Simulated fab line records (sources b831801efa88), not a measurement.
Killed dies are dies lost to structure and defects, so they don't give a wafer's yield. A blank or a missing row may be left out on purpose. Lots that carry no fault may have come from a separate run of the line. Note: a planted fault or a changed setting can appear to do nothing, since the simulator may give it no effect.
Which tool did it? -- flow sky130 -- 39 wafers from 13 lots sampled at 5 of the route's 708 steps

## WHAT THE GAUGES READ, wafer by wafer
SKY_FIELD_ISO_CD_MEAS_13: the cd target is 150 nm. Usual: cd-nm 150.0 nm, standard deviation 1.7.
lot,measured,on,cd-nm (nm),flag
L676,day 2 17:38,cd-sem-02,150.2 148.8 150.5,
L677,day 2 21:36,cd-sem-01,150.9 152.8 152.4,
L679,day 3 05:55,cd-sem-01,149.3 148.5 149.3,
L680,day 3 14:01,cd-sem-02,153.2 151.7 153.6,
L681,day 3 17:31,cd-sem-01,148.2 147.4 148.2,
L682,day 3 21:46,cd-sem-02,148.9 149.2 149.5,
L683,day 4 03:40,cd-sem-02,150.8 153.2 153.4,
L684,day 4 09:51,cd-sem-02,140.1 141.8 140.6,OFF
L685,day 4 13:51,cd-sem-01,146.8 147.3 148.5,
L693,day 6 08:29,cd-sem-01,150.6 150.1 150.4,
L694,day 6 13:11,cd-sem-02,150.3 150.1 151.4,
L695,day 6 17:06,cd-sem-01,151.6 150.6 151.1,
L696,day 6 23:26,cd-sem-02,145.8 146.4 145.0,

SKY_PWDE_OVL_MEAS_07. Usual: PWDE_OVL -0.5 nm, standard deviation 1.4.
lot,measured,on,PWDE_OVL (nm),flag
L676,day 4 10:11,overlay-01,-0.3 1.3 0.7,
L677,day 4 13:26,overlay-01,-1.7 -0.1 -1.1,
L679,day 4 23:49,overlay-01,-0.8 1.6 -0.6,
L680,day 5 07:37,overlay-02,-0.5 -2.7 -1.3,
L681,day 5 11:38,overlay-02,0.0 -0.4 -1.6,
L682,day 5 15:47,overlay-02,-1.4 -2.1 0.7,
L683,day 5 21:43,overlay-01,-3.5 -1.2 -0.2,
L684,day 6 04:42,overlay-02,-0.9 -1.2 -1.2,
L685,day 6 07:47,overlay-01,2.5 0.3 2.8,
L693,day 8 11:42,overlay-01,0.4 -0.4 0.8,
L694,day 8 17:26,overlay-02,-1.8 -0.7 -1.3,
L695,day 8 23:14,overlay-01,-3.7 -2.9 -1.7,
L696,day 9 00:36,overlay-01,-0.8 1.1 -0.2,

SKY_VT_ADJUST_LVTN_OVL_MEAS_18. Usual: VT_ADJUST_LVTN_01_OVL -0.8 nm, standard deviation 1.5.
lot,measured,on,VT_ADJUST_LVTN_01_OVL (nm),flag
L676,day 8 08:29,overlay-01,0.7 -0.1 1.4,
L677,day 8 12:44,overlay-01,-1.4 -0.9 -0.5,
L679,day 9 01:05,overlay-02,-1.1 1.4 -2.5,
L680,day 9 10:53,overlay-01,-1.9 -1.8 -1.3,
L681,day 9 14:02,overlay-02,-2.9 -1.4 -0.4,
L682,day 9 19:23,overlay-01,1.0 1.4 -0.4,
L683,day 10 00:38,overlay-02,-3.1 -1.9 -2.3,
L684,day 10 11:05,overlay-01,-1.0 -1.2 -2.0,
L685,day 10 16:56,overlay-02,-2.8 -5.3 -2.9,
L693,day 13 07:17,overlay-01,0.7 1.0 -1.6,
L694,day 13 15:41,overlay-01,-1.4 -1.0 -1.4,
L695,day 13 21:29,overlay-02,-0.7 -3.6 -2.6,
L696,day 13 23:14,overlay-02,-1.6 -2.1 -3.1,

## TOOL THAT RAN EACH LOT (tool first, then ch and the chambers of the sampled wafers, then the start)
lot,SKY_FIELD_ISO_EXPOSE_10,SKY_NWELL_STRIP_14
L676,"krf-scanner-01 ch 0, day 2 09:59","plasma-asher-04 ch 0,1, day 5 04:01"
L677,"krf-scanner-02 ch 0, day 2 14:50","plasma-asher-03 ch 0,1, day 5 07:55"
L679,"krf-scanner-01 ch 0, day 2 21:50","plasma-asher-03 ch 0,1, day 5 18:28"
L680,"krf-scanner-02 ch 0, day 3 06:04","plasma-asher-03 ch 0,1, day 6 01:49"
L681,"krf-scanner-02 ch 0, day 3 10:13","plasma-asher-04 ch 0,1, day 6 06:08"
L682,"krf-scanner-01 ch 0, day 3 13:59","plasma-asher-03 ch 0,1, day 6 10:25"
L683,"krf-scanner-01 ch 0, day 3 19:19","plasma-asher-04 ch 0,1, day 6 16:52"
L684,"krf-scanner-02 ch 0, day 4 01:42","plasma-asher-03 ch 0,1, day 6 23:47"
L685,"krf-scanner-02 ch 0, day 4 05:52","plasma-asher-04 ch 0,1, day 7 03:17"
L693,"krf-scanner-01 ch 0, day 5 23:09","plasma-asher-03 ch 0,1, day 9 09:25"
L694,"krf-scanner-01 ch 0, day 6 04:05","plasma-asher-04 ch 0,1, day 9 15:29"
L695,"krf-scanner-01 ch 0, day 6 07:42","plasma-asher-03 ch 0,1, day 9 21:07"
L696,"krf-scanner-02 ch 0, day 6 14:07","plasma-asher-03 ch 0,1, day 9 22:16"
- SKY_FIELD_ISO_EXPOSE_10: exposes mask FOM, target cd 150 nm.
- SKY_NWELL_STRIP_14: strips in O2/N2.

## AS READ BY THE TOOLS THEMSELVES (means over the sampled wafers that have a number; for cases with no such wafer, the mark the record gives instead)
SKY_NWELL_STRIP_14. Usual: drypump-motor-current-A 6.0 A, standard deviation 0.46; n2-flow-sccm 299.9 sccm, standard deviation 0.82; oes-product-au 0.722 a.u., standard deviation 0.0049; strip-time-to-endpoint-s 36.92 s, standard deviation 0.097.
lot,tool,drypump-motor-current-A (A),n2-flow-sccm (sccm),oes-product-au (a.u.),strip-time-to-endpoint-s (s),flag
L676,plasma-asher-04,6.1,300.5,0.721,36.92,
L677,plasma-asher-03,6.3,300.2,0.724,36.94,
L679,plasma-asher-03,6.0,300.6,0.723,36.88,
L680,plasma-asher-03,6.3,300.0,0.726,37.19,
L681,plasma-asher-04,6.1,299.6,0.727,36.96,
L682,plasma-asher-03,6.3,299.7,0.726,36.86,
L683,plasma-asher-04,6.0,300.2,0.720,36.88,
L684,plasma-asher-03,6.3,301.3,0.721,36.88,
L685,plasma-asher-04,6.0,300.0,0.722,36.82,
L693,plasma-asher-03,5.9,300.8,0.719,37.02,
L694,plasma-asher-04,6.1,299.2,0.720,36.97,
L695,plasma-asher-03,5.9,300.2,0.723,37.13,
L696,plasma-asher-03,5.9,300.1,0.722,37.00,

## THE ANSWER, worked out from the rows above alone
Rule: lot off if the mean of its wafers having a number is beyond 3 standard deviations from the usual mean. A lot without any number at a reading at which 4 lots or more have one is off too. Where the step has rows for the other lots, those lots are counted as sound. First the gauges in route order, then the tools' own readings, where a lot's mean is used as printed above. The first step at which some lot is off is used, and at that step the reading that is off furthest; a lot without a number counts as furthest.
Off: L684 (SKY_FIELD_ISO_CD_MEAS_13, cd-nm).
If a tool, at a process step before that reading, ran all the lots that are off and no sound lot after the first of them, it fits. Those tools and the gauges at SKY_FIELD_ISO_CD_MEAS_13 are tried in the same way. Not one of the candidates tried fits.

## WHAT THE SIMULATOR HAD PUT IN
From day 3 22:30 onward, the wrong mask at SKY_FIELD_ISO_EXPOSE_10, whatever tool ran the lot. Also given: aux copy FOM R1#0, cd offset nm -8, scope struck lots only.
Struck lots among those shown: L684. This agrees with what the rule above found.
